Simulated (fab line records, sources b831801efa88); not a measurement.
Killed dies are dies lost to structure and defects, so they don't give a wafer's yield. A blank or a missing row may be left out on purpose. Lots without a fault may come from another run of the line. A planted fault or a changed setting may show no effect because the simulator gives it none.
fab line records | flow gf180mcu
record lots=24 wafers=72 last_day=34
route steps=602 shown NSD@242 PSD@258 SAB@274 M1@331 V1@340 V2@400
lots that met no fault: from a run of the same line without faults
start_h: hours from the record's first day to the start of the lot's first wafer shown | wait_h: hours since the lot's step before | " the same as in the row above | L1.1+2: a row that stands for several wafers | - no value, or no start given | * or withheld: withheld | < > ~ a bound
route shown NAME@n: a module of which the file shows steps, and the number in the route of the first | usual: mean/standard deviation of fault-free wafers | same: alike in all rows | chamber/n: place in a boat | sites: the reading at each site | _std_site: their standard deviation | _edge_site: outer sites' mean less inner sites' | radius_mm: how far each site lies from the wafer's centre | mask NAME#n: copy n | behind: the tool/chamber that last shaped the wafer | hold: why the lot was held/for how many hours/how that ended | device: the transistor (n, p or np) that didn't switch | end of line: the same wafers' tests at the end of the route | a step without rows: its recipe alone | killed: dies lost to structure and defects at the first sort, not the wafer's yield | map: a wafer's dies, x killed, . not, _ none there
set.NAME: the setting as run; set.NAME@STEP: as run at that earlier step | model.NAME: the simulator's own value behind a step, which no gauge read
steps of the route over a sample of lots; a table a step, a row a wafer
services: from which hour (start_h, from the record's first day; less than 0 if before it) a tool's chamber was out of use, for how many hours, and why
## steps
# step GF_NSD_CD_MEAS_07
# recipe target_cd_nm=400
# usual cd_nm=400.5/2.7
# columns lot.wafer tool chamber start_h wait_h cd_nm
L074.4 cd_sem-01 - 290.40 0.1 397.7
L074.5 " - " " 398.1
L074.6 " - " " 397.1
L075.2 cd_sem-01 - 304.51 0.1 402.3
L075.3 " - " " 398.3
L075.6 " - " " 403.1
L076.1 cd_sem-02 - 311.39 0.1 401.7
L076.4 " - " " 398.7
L076.5 " - " " 402.4
L077.1 cd_sem-01 - 316.10 0.1 399.4
L077.3 " - " " 399.4
L077.4 " - " " 401.7
L078.2 cd_sem-02 - 321.91 0.1 402.3
L078.3 " - " " 401.5
L078.5 " - " " 403.8
L079.1 cd_sem-02 - 339.34 0.1 402.3
L079.2 " - " " 400.4
L079.3 " - " " 403.0
L080.1 cd_sem-01 - 341.84 0.1 398.3
L080.2 " - " " 400.1
L080.3 " - " " 400.6
L081.1 cd_sem-02 - 349.79 0.1 400.0
L081.2 " - " " 399.0
L081.4 " - " " 402.3
L082.1 cd_sem-02 - 359.44 0.1 399.9
L082.3 " - " " 401.5
L082.6 " - " " 402.0
L083.2 cd_sem-02 - 369.12 0.1 396.8
L083.5 " - " " 396.7
L083.6 " - " " 397.0
L084.2 cd_sem-02 - 379.05 0.1 399.5
L084.4 " - " " 399.6
L084.6 " - " " 398.6
L085.1 cd_sem-01 - 388.89 0.1 402.9
L085.4 " - " " 401.7
L085.6 " - " " 402.1
L086.1 cd_sem-02 - 391.95 0.1 399.9
L086.2 " - " " 401.1
L086.3 " - " " 400.1
L087.1 cd_sem-02 - 408.64 0.1 391.4
L087.4 " - " " 393.1
L087.5 " - " " 393.6
L088.1 cd_sem-02 - 418.94 0.1 404.3
L088.3 " - " " 405.9
L088.4 " - " " 407.8
L089.2 cd_sem-01 - 424.55 0.1 398.2
L089.4 " - " " 402.5
L089.5 " - " " 402.4
L090.2 cd_sem-01 - 433.05 0.1 402.0
L090.3 " - " " 402.8
L090.4 " - " " 403.8
L091.3 cd_sem-01 - 441.08 0.1 400.7
L091.4 " - " " 399.0
L091.5 " - " " 401.7
L092.2 cd_sem-02 - 454.20 0.1 395.9
L092.3 " - " " 398.9
L092.4 " - " " 398.0
L093.1 cd_sem-01 - 458.65 0.1 400.1
L093.3 " - " " 400.8
L093.5 " - " " 398.0
L094.1 cd_sem-02 - 469.80 0.1 399.1
L094.4 " - " " 400.0
L094.5 " - " " 399.5
L095.4 cd_sem-01 - 474.94 0.1 399.6
L095.5 " - " " 399.5
L095.6 " - " " 401.6
L096.4 cd_sem-02 - 477.15 0.1 403.0
L096.5 " - " " 401.9
L096.6 " - " " 402.3
L097.1 cd_sem-02 - 485.99 0.1 403.6
L097.4 " - " " 405.0
L097.5 " - " " 406.1
# step GF_PSD_STRIP_10
# recipe chemistry=O2/N2 power_w=1400 pressure_mtorr=1500 platen_temp_c=250 o2_flow_sccm=3000 n2_flow_sccm=300 overash_fraction=0.5
# usual drypump_motor_current_A=5.8/0.56 heater_power_w=337/25 oes_product_au=0.592/0.0043 strip_time_to_endpoint_s=16.53/0.032
# same overash_fraction=0.5
# columns lot.wafer tool chamber start_h wait_h drypump_motor_current_A heater_power_w oes_product_au rf_hours_counter_h strip_time_to_endpoint_s
L074.4 plasma_asher-01 0 311.56 0.1 4.9 364 0.598 - 16.48
L074.5 " 0 " " 4.9 378 0.588 - 16.45
L074.6 " 1 " " 5.8 337 0.590 - 16.53
L075.2 plasma_asher-02 1 326.11 0.1 5.9 313 0.585 22 16.54
L075.3 " 1 " " 5.9 330 0.592 - 16.56
L075.6 " 0 " " 6.2 363 0.591 - 16.59
L076.1 plasma_asher-01 0 332.69 0.1 4.9 358 0.589 53 16.57
L076.4 " 1 " " 5.8 338 0.589 - 16.55
L076.5 " 0 " " 4.9 372 0.592 - 16.57
L077.1 plasma_asher-04 1 337.85 0.1 5.4 360 0.586 71 16.52
L077.3 " 1 " " 5.4 365 0.583 - 16.55
L077.4 " 0 " " 6.7 283 0.588 - 16.59
L078.2 plasma_asher-01 0 343.58 0.1 4.9 370 0.593 54 16.57
L078.3 " 0 " " 4.9 359 0.595 - 16.54
L078.5 " 0 " " 4.9 354 0.597 - 16.57
L079.1 plasma_asher-02 0 362.08 0.1 6.2 357 0.592 26 16.49
L079.2 " 1 " " 5.8 325 0.596 26 16.54
L079.3 " 0 " " 6.2 363 0.590 - 16.51
L080.1 plasma_asher-02 0 364.30 0.1 6.2 359 0.594 26 16.53
L080.2 " 1 " " 5.9 330 0.582 26 16.53
L080.3 " 1 " " 5.9 322 0.580 - 16.54
L081.1 plasma_asher-02 0 372.65 0.1 6.2 357 0.601 27 16.54
L081.2 " 1 " " 5.9 316 0.587 27 16.55
L081.4 " 0 " " 6.2 349 0.591 - 16.56
L082.1 plasma_asher-02 0 383.00 0.1 6.2 348 0.594 29 16.57
L082.3 " 1 " " 5.9 318 0.589 - 16.53
L082.6 " 0 " " 6.2 355 0.596 - 16.54
L083.2 plasma_asher-04 0 392.44 0.1 6.7 297 0.586 75 16.57
L083.5 " 1 " " 5.4 360 0.591 - 16.55
L083.6 " 0 " " 6.7 284 0.590 - 16.52
L084.2 plasma_asher-04 1 402.90 0.1 5.4 358 0.586 76 16.51
L084.4 " 0 " " 6.7 292 0.587 - 16.47
L084.6 " 0 " " 6.7 283 0.593 - 16.54
L085.1 plasma_asher-04 1 412.15 0.1 5.4 359 0.593 77 16.51
L085.4 " 0 " " 6.7 296 0.594 - 16.55
L085.6 " 1 " " 5.4 367 0.590 - 16.54
L086.1 plasma_asher-02 1 416.19 0.1 5.9 320 0.584 31 16.48
L086.2 " 0 " " 6.2 345 0.587 31 16.57
L086.3 " 0 " " 6.2 351 0.589 - 16.50
L087.1 plasma_asher-01 0 433.85 0.1 4.9 355 0.596 64 16.47
L087.4 " 0 " " 4.9 368 0.592 - 16.50
L087.5 " 0 " " 4.9 351 0.594 - 16.51
L088.1 plasma_asher-04 0 443.47 0.1 6.7 294 0.598 1 16.50
L088.3 " 0 " " 6.7 295 0.597 - 16.56
L088.4 " 1 " " 5.4 360 0.586 - 16.55
L089.2 plasma_asher-02 0 449.44 0.1 6.2 352 0.595 35 16.50
L089.4 " 0 " " 6.2 358 0.589 - 16.53
L089.5 " 1 " " 5.9 323 0.589 - 16.48
L090.2 plasma_asher-01 0 457.90 0.1 4.8 353 0.594 66 16.58
L090.3 " 1 " " 5.8 324 0.598 - 16.56
L090.4 " 0 " " 4.8 381 0.596 - 16.58
L091.3 plasma_asher-01 1 465.82 0.1 5.8 329 0.582 - 16.49
L091.4 " 0 " " 4.9 359 0.594 - 16.46
L091.5 " 0 " " 4.9 365 0.590 - 16.51
L092.2 plasma_asher-01 1 478.87 0.1 5.8 334 0.600 68 16.52
L092.3 " 1 " " 5.8 322 0.589 - 16.50
L092.4 " 0 " " 4.9 363 0.593 - 16.51
L093.1 plasma_asher-04 1 483.80 0.1 5.4 343 0.595 5 16.56
L093.3 " 1 " " 5.4 348 0.589 - 16.56
L093.5 " 0 " " 6.7 294 0.586 - 16.56
L094.1 plasma_asher-02 0 494.84 0.1 6.2 341 0.591 40 16.50
L094.4 " 1 " " 5.9 326 0.598 - 16.49
L094.5 " 1 " " 5.9 324 0.597 - 16.50
L095.4 plasma_asher-02 0 499.42 0.1 6.2 361 0.585 - 16.47
L095.5 " 0 " " 6.2 348 0.589 - 16.53
L095.6 " 1 " " 5.9 315 0.603 - 16.53
L096.4 plasma_asher-01 1 501.48 0.1 5.8 333 0.590 - 16.49
L096.5 " 1 " " 5.8 342 0.589 - 16.47
L096.6 " 0 " " 4.9 367 0.591 - 16.45
L097.1 plasma_asher-04 0 510.39 0.1 6.7 294 0.591 9 16.53
L097.4 " 1 " " 5.4 349 0.585 - 16.51
L097.5 " 1 " " 5.4 350 0.597 - 16.54
# step GF_SAB_OVL_MEAS_10
# usual SAB_OVL=-0.8/1.4
# columns lot.wafer tool chamber start_h wait_h SAB_OVL[nm]
L074.4 overlay-02 - 333.18 0.1 -2.2
L074.5 " - " " -1.0
L074.6 " - " " -0.4
L075.2 overlay-01 - 347.68 0.1 -1.8
L075.3 " - " " 0.4
L075.6 " - " " -0.5
L076.1 overlay-01 - 354.89 0.1 -0.9
L076.4 " - " " -0.9
L076.5 " - " " -0.6
L077.1 overlay-02 - 360.16 0.1 -0.8
L077.3 " - " " -1.4
L077.4 " - " " -0.5
L078.2 overlay-01 - 365.37 0.1 -0.9
L078.3 " - " " -0.1
L078.5 " - " " 0.0
L079.1 overlay-01 - 385.31 0.1 -0.7
L079.2 " - " " -0.9
L079.3 " - " " -0.6
L080.1 overlay-01 - 387.62 0.1 -2.4
L080.2 " - " " -2.7
L080.3 " - " " -2.7
L081.1 overlay-02 - 395.61 0.1 -1.6
L081.2 " - " " -0.3
L081.4 " - " " -0.7
L082.1 overlay-01 - 406.16 0.1 -1.3
L082.3 " - " " -0.1
L082.6 " - " " -2.1
L083.2 overlay-01 - 416.37 0.1 2.0
L083.5 " - " " 2.8
L083.6 " - " " 0.9
L084.2 overlay-02 - 427.32 0.1 -3.8
L084.4 " - " " -2.9
L084.6 " - " " -3.1
L085.1 overlay-01 - 436.79 0.1 -0.8
L085.4 " - " " 0.0
L085.6 " - " " 0.8
L086.1 overlay-01 - 441.02 0.1 0.7
L086.2 " - " " 1.1
L086.3 " - " " 1.1
L087.1 overlay-01 - 458.17 0.1 -0.9
L087.4 " - " " -0.1
L087.5 " - " " -0.9
L088.1 overlay-02 - 468.52 0.1 -1.7
L088.3 " - " " -2.1
L088.4 " - " " -1.0
L089.2 overlay-02 - 473.52 0.1 -0.7
L089.4 " - " " -1.6
L089.5 " - " " -3.6
L090.2 overlay-02 - 482.43 0.1 1.8
L090.3 " - " " 0.3
L090.4 " - " " 0.0
L091.3 overlay-01 - 490.40 0.1 0.9
L091.4 " - " " 0.2
L091.5 " - " " -0.3
L092.2 overlay-02 - 503.17 0.1 -1.2
L092.3 " - " " -1.2
L092.4 " - " " -0.9
L093.1 overlay-02 - 507.72 0.1 1.0
L093.3 " - " " 0.7
L093.5 " - " " 0.8
L094.1 overlay-01 - 518.42 0.1 -2.3
L094.4 " - " " -1.8
L094.5 " - " " -2.3
L095.4 overlay-01 - 523.13 0.1 -2.2
L095.5 " - " " -2.1
L095.6 " - " " -1.2
L096.4 overlay-01 - 524.59 0.1 0.6
L096.5 " - " " 0.0
L096.6 " - " " 0.4
L097.1 overlay-02 - 533.71 0.1 -3.1
L097.4 " - " " -0.9
L097.5 " - " " -1.5
# step GF_M1_METAL_ETCH_16
# recipe chemistry=Cl2/BCl3 mask_material=KrF target_depth_nm=627.5 stop_on=SiO2 pressure_mtorr=8 icp_w=800 bias_w=140 Cl2_flow_sccm=80 bcl3_flow_sccm=40 time_s=104.6
# usual drypump_motor_current_A=6.0/0.38 oes_product_au=0.974/0.0064 throttle_valve_pct=28.247/0.01
# columns lot.wafer tool chamber start_h wait_h drypump_motor_current_A oes_product_au rf_hours_counter_h throttle_valve_pct
L074.4 rie_metal-02 1 380.71 0.1 6.2 0.965 - 28.269
L074.5 " 1 " " 6.2 0.965 - 28.279
L074.6 " 1 " " 6.2 0.960 - 28.246
L075.2 rie_metal-04 0 395.44 0.0 6.3 0.977 5 28.234
L075.3 " 0 " " 6.3 0.963 - 28.258
L075.6 " 0 " " 6.3 0.977 - 28.235
L076.1 rie_metal-04 1 403.96 0.0 5.3 0.968 8 28.255
L076.4 " 1 " " 5.3 0.974 - 28.244
L076.5 " 0 " " 6.3 0.974 - 28.240
L077.1 rie_metal-02 1 409.15 0.0 6.2 0.970 8 28.253
L077.3 " 1 " " 6.2 0.964 - 28.262
L077.4 " 0 " " 6.2 0.970 - 28.245
L078.2 rie_metal-02 0 414.43 0.0 6.2 0.974 1 28.245
L078.3 " 0 " " 6.2 0.968 - 28.255
L078.5 " 0 " " 6.2 0.969 - 28.263
L079.1 rie_metal-04 1 435.90 0.0 5.3 0.975 8 28.244
L079.2 " 0 " " 6.3 0.980 6 28.245
L079.3 " 1 " " 5.3 0.970 - 28.257
L080.1 rie_metal-02 0 437.21 0.0 6.2 0.975 1 28.248
L080.2 " 1 " " 6.2 0.980 8 28.245
L080.3 " 1 " " 6.2 0.986 - 28.238
L081.1 rie_metal-02 1 446.14 0.0 6.2 0.972 8 28.239
L081.2 " 0 " " 6.2 0.979 1 28.241
L081.4 " 0 " " 6.2 0.978 - 28.242
L082.1 rie_metal-03 1 457.61 0.0 5.9 0.985 1 28.218
L082.3 " 1 " " 5.9 0.994 - 28.239
L082.6 " 1 " " 5.9 0.982 - 28.231
L083.2 rie_metal-04 0 468.25 0.0 6.3 0.974 6 28.261
L083.5 " 1 " " 5.3 0.970 - 28.268
L083.6 " 0 " " 6.3 0.967 - 28.254
L084.2 rie_metal-02 0 478.59 0.0 6.2 0.979 2 28.264
L084.4 " 0 " " 6.2 0.978 - 28.249
L084.6 " 1 " " 6.2 0.969 - 28.255
L085.1 rie_metal-02 1 488.19 0.0 6.2 0.980 10 28.239
L085.4 " 0 " " 6.2 0.973 - 28.237
L085.6 " 0 " " 6.2 0.966 - 28.240
L086.1 rie_metal-02 0 492.59 0.0 6.2 0.975 3 28.258
L086.2 " 1 " " 6.2 0.968 10 28.248
L086.3 " 0 " " 6.2 0.966 - 28.258
L087.1 rie_metal-04 0 509.29 0.0 6.3 0.971 7 28.242
L087.4 " 0 " " 6.3 0.980 - 28.247
L087.5 " 1 " " 5.3 0.972 - 28.268
L088.1 rie_metal-02 1 518.84 0.0 6.2 0.966 10 28.249
L088.3 " 0 " " 6.2 0.971 - 28.249
L088.4 " 1 " " 6.2 0.965 - 28.242
L089.2 rie_metal-03 1 523.88 0.1 5.9 0.970 - 28.267
L089.4 " 1 " " 5.9 0.966 - 28.255
L089.5 " 1 " " 5.9 0.971 - 28.254
L090.2 rie_metal-04 0 531.15 0.0 6.3 0.973 7 28.239
L090.3 " 1 " " 5.3 0.967 - 28.244
L090.4 " 0 " " 6.3 0.968 - 28.234
L091.3 rie_metal-02 0 539.83 0.1 6.2 0.971 - 28.261
L091.4 " 1 " " 6.2 0.975 - 28.251
L091.5 " 1 " " 6.2 0.968 - 28.250
L092.2 rie_metal-02 0 552.80 0.0 6.2 0.976 4 28.227
L092.3 " 1 " " 6.2 0.982 - 28.237
L092.4 " 0 " " 6.2 0.980 - 28.237
L093.1 rie_metal-04 1 556.39 0.0 5.3 0.979 11 28.242
L093.3 " 1 " " 5.3 0.969 - 28.252
L093.5 " 0 " " 6.3 0.982 - 28.251
L094.1 rie_metal-02 0 566.45 0.0 6.2 0.977 4 28.258
L094.4 " 0 " " 6.2 0.975 - 28.243
L094.5 " 0 " " 6.2 0.979 - 28.240
L095.4 rie_metal-02 1 571.24 0.0 6.2 0.973 - 28.243
L095.5 " 0 " " 6.2 0.969 - 28.272
L095.6 " 1 " " 6.2 0.961 - 28.240
L096.4 rie_metal-04 1 572.08 0.0 5.3 0.972 - 28.252
L096.5 " 1 " " 5.3 0.969 - 28.241
L096.6 " 0 " " 6.3 0.978 - 28.243
L097.1 rie_metal-03 0 581.10 0.0 5.3 0.990 1 28.242
L097.4 " 1 " " 5.9 0.988 - 28.236
L097.5 " 0 " " 5.3 0.977 - 28.243
# step GF_V1_BOW_MEAS_05
# recipe mode=bow
# usual V1_BOW=81/8
# columns lot.wafer tool chamber start_h wait_h V1_BOW[um]
L074.4 film_metro-02 - 382.52 0.2 88
L074.5 " - " " 96
L074.6 " - " " 92
L075.2 film_metro-01 - 396.71 0.1 88
L075.3 " - " " 89
L075.6 " - " " 77
L076.1 film_metro-02 - 405.19 0.1 77
L076.4 " - " " 76
L076.5 " - " " 71
L077.1 film_metro-02 - 410.45 0.2 77
L077.3 " - " " 96
L077.4 " - " " 90
L078.2 film_metro-03 - 415.68 0.2 70
L078.3 " - " " 63
L078.5 " - " " 69
L079.1 film_metro-01 - 437.10 0.2 84
L079.2 " - " " 74
L079.3 " - " " 87
L080.1 film_metro-03 - 438.52 0.2 87
L080.2 " - " " 83
L080.3 " - " " 91
L081.1 film_metro-01 - 447.35 0.2 84
L081.2 " - " " 89
L081.4 " - " " 85
L082.1 film_metro-03 - 458.81 0.2 90
L082.3 " - " " 74
L082.6 " - " " 74
L083.2 film_metro-01 - 469.51 0.1 81
L083.5 " - " " 84
L083.6 " - " " 83
L084.2 film_metro-01 - 479.85 0.2 68
L084.4 " - " " 86
L084.6 " - " " 73
L085.1 film_metro-01 - 489.40 0.2 84
L085.4 " - " " 92
L085.6 " - " " 99
L086.1 film_metro-01 - 493.80 0.1 80
L086.2 " - " " 75
L086.3 " - " " 81
L087.1 film_metro-03 - 510.50 0.2 78
L087.4 " - " " 82
L087.5 " - " " 97
L088.1 film_metro-01 - 520.29 0.1 79
L088.3 " - " " 80
L088.4 " - " " 73
L089.2 film_metro-02 - 525.18 0.3 79
L089.4 " - " " 87
L089.5 " - " " 88
L090.2 film_metro-03 - 532.37 0.2 81
L090.3 " - " " 84
L090.4 " - " " 80
L091.3 film_metro-02 - 541.04 0.2 78
L091.4 " - " " 82
L091.5 " - " " 83
L092.2 film_metro-01 - 554.02 0.3 90
L092.3 " - " " 76
L092.4 " - " " 75
L093.1 film_metro-03 - 557.63 0.2 88
L093.3 " - " " 80
L093.5 " - " " 90
L094.1 film_metro-01 - 567.73 0.1 71
L094.4 " - " " 74
L094.5 " - " " 64
L095.4 film_metro-03 - 572.51 0.3 85
L095.5 " - " " 74
L095.6 " - " " 75
L096.4 film_metro-01 - 573.61 0.2 74
L096.5 " - " " 83
L096.6 " - " " 75
L097.1 film_metro-02 - 582.31 0.2 78
L097.4 " - " " 76
L097.5 " - " " 75
# step GF_V2_STRIP_18
# recipe chemistry=O2/N2 power_w=1400 pressure_mtorr=1500 platen_temp_c=250 o2_flow_sccm=3000 n2_flow_sccm=300 overash_fraction=0.5
# usual drypump_motor_current_A=5.7/0.49 heater_power_w=336/26 oes_product_au=0.592/0.0048
# same overash_fraction=0.5
# columns lot.wafer tool chamber start_h wait_h drypump_motor_current_A heater_power_w oes_product_au rf_hours_counter_h
L074.4 plasma_asher-03 0 456.59 - 5.1 285 0.588 -
L074.5 " 0 " " 5.1 280 0.590 -
L074.6 " 1 " " 6.2 349 0.585 -
L075.2 plasma_asher-01 0 471.78 - 4.9 361 0.593 67
L075.3 " 0 " " 4.9 363 0.589 -
L075.6 " 1 " " 5.8 334 0.597 -
L076.1 plasma_asher-02 1 479.73 - 5.9 338 0.593 38
L076.4 " 0 " " 6.2 351 0.597 -
L076.5 " 0 " " 6.2 360 0.592 -
L077.1 plasma_asher-02 1 486.98 - 5.9 320 0.593 38
L077.3 " 1 " " 5.9 328 0.592 -
L077.4 " 0 " " 6.2 348 0.594 -
L078.2 plasma_asher-03 0 491.47 - 5.2 288 0.594 89
L078.3 " 0 " " 5.2 294 0.597 -
L078.5 " 1 " " 6.2 356 0.588 -
L079.1 plasma_asher-01 1 511.55 - 5.8 340 0.595 70
L079.2 " 0 " " 4.9 354 0.594 70
L079.3 " 1 " " 5.8 339 0.604 -
L080.1 plasma_asher-02 1 514.20 - 5.9 320 0.584 42
L080.2 " 0 " " 6.2 349 0.590 42
L080.3 " 1 " " 5.9 308 0.587 -
L081.1 plasma_asher-02 0 523.00 - 6.2 358 0.583 43
L081.2 " 1 " " 5.9 328 0.597 43
L081.4 " 0 " " 6.2 358 0.594 -
L082.1 plasma_asher-02 0 533.91 - 6.2 354 0.586 44
L082.3 " 0 " " 6.2 362 0.606 -
L082.6 " 0 " " 6.2 358 0.588 -
L083.2 plasma_asher-02 0 543.50 - 6.2 367 0.597 45
L083.5 " 1 " " 5.9 321 0.596 -
L083.6 " 0 " " 6.2 355 0.593 -
L084.2 plasma_asher-01 0 552.83 - 4.9 368 0.581 74
L084.4 " 1 " " 5.8 328 0.592 -
L084.6 " 0 " " 4.9 358 0.590 -
L085.1 plasma_asher-03 1 562.22 - 6.2 352 0.581 96
L085.4 " 0 " " 5.2 286 0.595 -
L085.6 " 1 " " 6.2 349 0.590 -
L086.1 plasma_asher-01 0 565.73 - 4.8 365 0.604 76
L086.2 " 1 " " 5.8 333 0.589 76
L086.3 " 0 " " 4.8 362 0.590 -
L087.1 plasma_asher-03 0 582.48 - 5.1 282 0.593 99
L087.4 " 1 " " 6.2 361 0.592 -
L087.5 " 0 " " 5.2 280 0.595 -
L088.1 plasma_asher-01 0 589.88 - 4.9 364 0.600 78
L088.3 " 0 " " 4.9 371 0.596 -
L088.4 " 1 " " 5.8 331 0.594 -
L089.2 plasma_asher-03 0 595.50 - 5.1 287 0.599 100
L089.4 " 1 " " 6.2 348 0.587 -
L089.5 " 0 " " 5.1 283 0.598 -
L090.2 plasma_asher-01 0 600.90 - 4.9 352 0.583 79
L090.3 " 0 " " 4.9 374 0.596 -
L090.4 " 1 " " 5.8 332 0.589 -
L091.3 plasma_asher-01 0 609.33 - 4.9 367 0.594 -
L091.4 " 1 " " 5.8 327 0.595 -
L091.5 " 1 " " 5.8 334 0.598 -
L092.2 plasma_asher-01 1 620.72 - 5.8 328 0.593 81
L092.3 " 1 " " 5.8 329 0.592 -
L092.4 " 0 " " 4.9 375 0.596 -
L093.1 plasma_asher-03 1 625.03 - 6.2 346 0.593 104
L093.3 " 1 " " 6.2 355 0.591 -
L093.5 " 0 " " 5.1 288 0.594 -
L094.1 plasma_asher-03 0 634.32 - 5.1 291 0.600 105
L094.4 " 1 " " 6.2 349 0.595 -
L094.5 " 0 " " 5.2 288 0.590 -
L095.4 plasma_asher-02 1 637.08 - 5.9 322 0.590 -
L095.5 " 1 " " 5.9 327 0.594 -
L095.6 " 0 " " 6.2 354 0.592 -
L096.4 plasma_asher-02 0 640.03 - 6.2 357 0.593 -
L096.5 " 1 " " 5.9 314 0.592 -
L096.6 " 0 " " 6.2 350 0.594 -
L097.1 plasma_asher-02 0 646.48 - 6.2 356 0.587 56
L097.4 " 0 " " 6.2 352 0.592 -
L097.5 " 1 " " 5.9 322 0.600 -
## services
# columns tool chamber start_h hours kind
plasma_asher-03 - 304.91 2.4 repair
plasma_asher-01 - 308.38 1.3 repair
plasma_asher-01 - 317.60 1.8 repair
plasma_asher-04 - 320.87 1.2 repair
plasma_asher-04 - 330.94 2.8 pm
rie_metal-04 - 333.30 15.6 pm
plasma_asher-04 - 362.87 14.6 pm
rie_metal-04 1 368.70 2.3 repair
rie_metal-03 - 375.35 1.1 repair
rie_metal-03 - 378.95 2.8 pm
plasma_asher-02 - 384.33 14.6 pm
plasma_asher-04 - 421.25 9.0 pm
plasma_asher-01 - 447.86 2.8 pm
plasma_asher-02 - 480.00 2.8 pm
rie_metal-02 - 480.50 1.8 repair
plasma_asher-01 - 483.98 15.6 pm
plasma_asher-03 - 508.65 1.4 repair
rie_metal-04 - 533.91 0.4 repair
plasma_asher-02 - 557.39 0.8 repair
plasma_asher-02 - 561.91 1.3 repair
rie_metal-04 - 562.94 2.8 pm
plasma_asher-01 - 566.69 2.2 repair
rie_metal-02 - 598.19 1.0 repair
plasma_asher-02 - 609.34 7.0 repair
## key
fault none
